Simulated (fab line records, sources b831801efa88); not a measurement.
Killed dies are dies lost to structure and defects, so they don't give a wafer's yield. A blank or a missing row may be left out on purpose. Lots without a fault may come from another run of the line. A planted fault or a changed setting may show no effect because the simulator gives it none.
Chamber matching | flow sky130 | SKY_SONOS_ONO_ETCH_15 on rie_diel-02: 4 sister chambers
The step etches the open film in CHF3/O2, target depth 19.52 nm, time 7.8 s. 4 wafers are shown with their chamber, then 7 later ones without.

WAFERS WITH THEIR CHAMBER
wafer  | chamber | drypump_motor_current_A (A)
L851.4 | 2       | 5.7
L859.6 | 0       | 5.1
L871.2 | 3       | 6.0
L871.3 | 1       | 5.5

WAFERS WITHOUT THEIR CHAMBER
wafer  | drypump_motor_current_A (A)
L871.4 | 5.7
L872.2 | 5.1
L872.5 | 5.7
L872.6 | 6.1
L873.4 | 5.7
L873.5 | 5.7
L873.6 | 5.5

WHICH CHAMBER EACH WENT THROUGH
wafer  | from the rows above | in truth
L871.4 | 2                   | 2
L872.2 | 0                   | 0
L872.5 | 2                   | 2
L872.6 | 3                   | 3
L873.4 | 2                   | 2
L873.5 | 2                   | 2
L873.6 | 1                   | 1
Placed correctly: 7 of 7. Can't be placed from these rows: 0. Placed wrongly: 0.
How it was worked out, from the rows above alone: a wafer's distance from a chamber is the root of the sum, over the readings, of the square of ((its reading less the chamber's mean) divided by the reading's scatter). The wafer belongs to the nearest chamber; if the next one is less than 2 further off, it can't be placed. A chamber's mean is the mean of its shown wafers. The scatter: with one shown wafer a chamber, the root of the mean of the squares of how far each hidden wafer lies from its nearest shown one.
